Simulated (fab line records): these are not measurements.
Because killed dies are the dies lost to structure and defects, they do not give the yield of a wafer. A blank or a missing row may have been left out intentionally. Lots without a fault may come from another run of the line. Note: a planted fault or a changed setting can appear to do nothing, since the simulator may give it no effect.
Which tool was responsible? / flow gf180mcu / 12 lots with 36 wafers sampled at 4 steps, on a route of 602 steps

== WHAT THE GAUGES READ, wafer by wafer ==
GF_M2_OVL_MEAS_15. Usual: M2_OVL typically reads 0 nm, with standard deviation 4.7.
lot=L638; measured=day 19 19:55; on=overlay-02; M2_OVL (nm)=5 3 8; flag=
lot=L639; measured=day 20 05:06; on=overlay-02; M2_OVL (nm)=-5 -6 0; flag=
lot=L640; measured=day 20 18:25; on=overlay-01; M2_OVL (nm)=4 10 5; flag=
lot=L646; measured=day 22 23:42; on=overlay-01; M2_OVL (nm)=-2 -3 -8; flag=
lot=L650; measured=day 24 16:01; on=overlay-02; M2_OVL (nm)=-9 -4 -5; flag=
lot=L651; measured=day 24 17:34; on=overlay-02; M2_OVL (nm)=-6 -9 -4; flag=
lot=L652; measured=day 25 01:12; on=overlay-02; M2_OVL (nm)=3 2 0; flag=
lot=L653; measured=day 25 05:10; on=overlay-02; M2_OVL (nm)=4 4 5; flag=
lot=L655; measured=day 25 20:28; on=overlay-02; M2_OVL (nm)=-8 -8 -8; flag=
lot=L656; measured=day 26 05:15; on=overlay-02; M2_OVL (nm)=-7 1 -3; flag=
lot=L657; measured=day 26 11:27; on=overlay-02; M2_OVL (nm)=3 5 4; flag=
lot=L658; measured=day 26 14:19; on=overlay-02; M2_OVL (nm)=10 3 3; flag=

GF_V2_CD_MEAS_14: the cd target is 260 nm. Usual: cd nm reads 260.0 nm (standard deviation 1.1).
lot=L638; measured=day 20 21:04; on=cd sem-02; cd nm (nm)=260.8 260.5 261.3; flag=
lot=L639; measured=day 21 06:37; on=cd sem-01; cd nm (nm)=267.9 267.4 268.3 268.0 267.2 267.8; flag=OFF
lot=L640; measured=day 21 18:56; on=cd sem-02; cd nm (nm)=263.0 264.3 264.4; flag=OFF
lot=L646; measured=day 23 21:38; on=cd sem-02; cd nm (nm)=261.3 259.3 260.5; flag=
lot=L650; measured=day 25 16:03; on=cd sem-01; cd nm (nm)=260.6 260.3 260.1; flag=
lot=L651; measured=day 25 16:42; on=cd sem-02; cd nm (nm)=260.6 260.0 260.9; flag=
lot=L652; measured=day 26 00:32; on=cd sem-02; cd nm (nm)=260.1 259.3 261.1; flag=
lot=L653; measured=day 26 03:07; on=cd sem-01; cd nm (nm)=260.1 259.9 259.9; flag=
lot=L655; measured=day 26 18:36; on=cd sem-01; cd nm (nm)=261.7 260.4 262.0; flag=
lot=L656; measured=day 27 03:11; on=cd sem-01; cd nm (nm)=259.0 259.6 259.5; flag=
lot=L657; measured=day 27 09:34; on=cd sem-02; cd nm (nm)=260.3 261.2 261.2; flag=
lot=L658; measured=day 27 12:08; on=cd sem-02; cd nm (nm)=259.3 260.3 259.3; flag=

== WHICH TOOL RAN EACH LOT (tool, then ch and the chambers of the sampled wafers, then the start) ==
lot=L638; GF_M2_STRIP_17=plasma asher-02 ch 0,1, day 19 20:07; GF_V2_PEB_12=litho track-01 ch 0, day 20 20:44
lot=L639; GF_M2_STRIP_17=plasma asher-02 ch 0,1, day 20 05:16; GF_V2_PEB_12=litho track-01 ch 0, day 21 06:16
lot=L640; GF_M2_STRIP_17=plasma asher-02 ch 0,1, day 20 18:34; GF_V2_PEB_12=litho track-01 ch 0, day 21 18:36
lot=L646; GF_M2_STRIP_17=plasma asher-02 ch 0,1, day 22 23:52; GF_V2_PEB_12=litho track-03 ch 0, day 23 21:17
lot=L650; GF_M2_STRIP_17=plasma asher-02 ch 0,1, day 24 16:10; GF_V2_PEB_12=litho track-03 ch 0, day 25 15:43
lot=L651; GF_M2_STRIP_17=plasma asher-02 ch 0,1, day 24 17:43; GF_V2_PEB_12=litho track-03 ch 0, day 25 16:22
lot=L652; GF_M2_STRIP_17=plasma asher-04 ch 0,1, day 25 01:29; GF_V2_PEB_12=litho track-03 ch 0, day 26 00:11
lot=L653; GF_M2_STRIP_17=plasma asher-04 ch 0,1, day 25 05:29; GF_V2_PEB_12=litho track-02 ch 0, day 26 02:48
lot=L655; GF_M2_STRIP_17=plasma asher-04 ch 1, day 25 20:37; GF_V2_PEB_12=litho track-02 ch 0, day 26 18:16
lot=L656; GF_M2_STRIP_17=plasma asher-04 ch 0,1, day 26 05:33; GF_V2_PEB_12=litho track-02 ch 0, day 27 02:50
lot=L657; GF_M2_STRIP_17=plasma asher-03 ch 0,1, day 26 11:37; GF_V2_PEB_12=litho track-01 ch 0, day 27 09:13
lot=L658; GF_M2_STRIP_17=plasma asher-03 ch 0,1, day 26 14:28; GF_V2_PEB_12=litho track-01 ch 0, day 27 11:48
- GF_M2_STRIP_17: strips in O2/N2.
- GF_V2_PEB_12: peb time 90 s.

== AS READ BY THE TOOLS THEMSELVES (means over the sampled wafers that have a number; for cases with no such wafer, the mark the record gives instead) ==
GF_M2_STRIP_17. Usual: drypump motor current A 5.6 A, standard deviation 0.5; heater power w 327 W, standard deviation 45; oes product au 0.538 a.u., standard deviation 0.0052; strip time to endpoint s 7.39 s, standard deviation 0.042.
lot=L638; tool=plasma asher-02; drypump motor current A (A)=5.7; heater power w (W)=305; oes product au (a.u.)=0.541; strip time to endpoint s (s)=7.39; flag=
lot=L639; tool=plasma asher-02; drypump motor current A (A)=5.7; heater power w (W)=304; oes product au (a.u.)=0.540; strip time to endpoint s (s)=7.40; flag=
lot=L640; tool=plasma asher-02; drypump motor current A (A)=5.7; heater power w (W)=304; oes product au (a.u.)=0.540; strip time to endpoint s (s)=7.35; flag=
lot=L646; tool=plasma asher-02; drypump motor current A (A)=5.3; heater power w (W)=290; oes product au (a.u.)=0.534; strip time to endpoint s (s)=7.35; flag=
lot=L650; tool=plasma asher-02; drypump motor current A (A)=5.7; heater power w (W)=309; oes product au (a.u.)=0.540; strip time to endpoint s (s)=7.36; flag=
lot=L651; tool=plasma asher-02; drypump motor current A (A)=5.3; heater power w (W)=301; oes product au (a.u.)=0.537; strip time to endpoint s (s)=7.34; flag=
lot=L652; tool=plasma asher-04; drypump motor current A (A)=5.4; heater power w (W)=356; oes product au (a.u.)=0.541; strip time to endpoint s (s)=7.37; flag=
lot=L653; tool=plasma asher-04; drypump motor current A (A)=5.7; heater power w (W)=387; oes product au (a.u.)=0.542; strip time to endpoint s (s)=7.38; flag=
lot=L655; tool=plasma asher-04; drypump motor current A (A)=5.2; heater power w (W)=328; oes product au (a.u.)=0.539; strip time to endpoint s (s)=7.43; flag=
lot=L656; tool=plasma asher-04; drypump motor current A (A)=5.7; heater power w (W)=382; oes product au (a.u.)=0.537; strip time to endpoint s (s)=7.40; flag=
lot=L657; tool=plasma asher-03; drypump motor current A (A)=6.0; heater power w (W)=300; oes product au (a.u.)=0.542; strip time to endpoint s (s)=7.44; flag=
lot=L658; tool=plasma asher-03; drypump motor current A (A)=6.0; heater power w (W)=301; oes product au (a.u.)=0.540; strip time to endpoint s (s)=7.43; flag=

GF_V2_PEB_12. Usual: plate temp C reads 135.01 C (standard deviation 0.13).
lot=L638; tool=litho track-01; plate temp C (C)=135.07; flag=
lot=L639; tool=litho track-01; plate temp C (C)=135.00; flag=
lot=L640; tool=litho track-01; plate temp C (C)=134.90; flag=
lot=L646; tool=litho track-03; plate temp C (C)=135.02; flag=
lot=L650; tool=litho track-03; plate temp C (C)=135.25; flag=
lot=L651; tool=litho track-03; plate temp C (C)=134.94; flag=
lot=L652; tool=litho track-03; plate temp C (C)=134.91; flag=
lot=L653; tool=litho track-02; plate temp C (C)=134.97; flag=
lot=L655; tool=litho track-02; plate temp C (C)=134.96; flag=
lot=L656; tool=litho track-02; plate temp C (C)=135.07; flag=
lot=L657; tool=litho track-01; plate temp C (C)=135.05; flag=
lot=L658; tool=litho track-01; plate temp C (C)=135.20; flag=

== THE ANSWER, worked out from the rows above alone ==
Rule: a lot counts as off when the mean over its wafers that have a number is more than 3 standard deviations away from the usual mean. Also off: a lot with no number at a reading for which 4 or more lots have one. The other lots that the step has rows for count as sound. First the gauges in route order, then the tools' own readings, where a lot's mean is used as printed above. The first step at which some lot is off is used, and at that step the reading that is off furthest; a lot without a number counts as furthest.
Off: L639, L640 (GF_V2_CD_MEAS_14, cd nm).
If a tool, at a process step before that reading, ran all the lots that are off and no sound lot after the first of them, it fits. Gauges at GF_V2_CD_MEAS_14: tried the same way as those tools. No candidate that was tried fits.

== WHAT THE SIMULATOR PUT IN ==
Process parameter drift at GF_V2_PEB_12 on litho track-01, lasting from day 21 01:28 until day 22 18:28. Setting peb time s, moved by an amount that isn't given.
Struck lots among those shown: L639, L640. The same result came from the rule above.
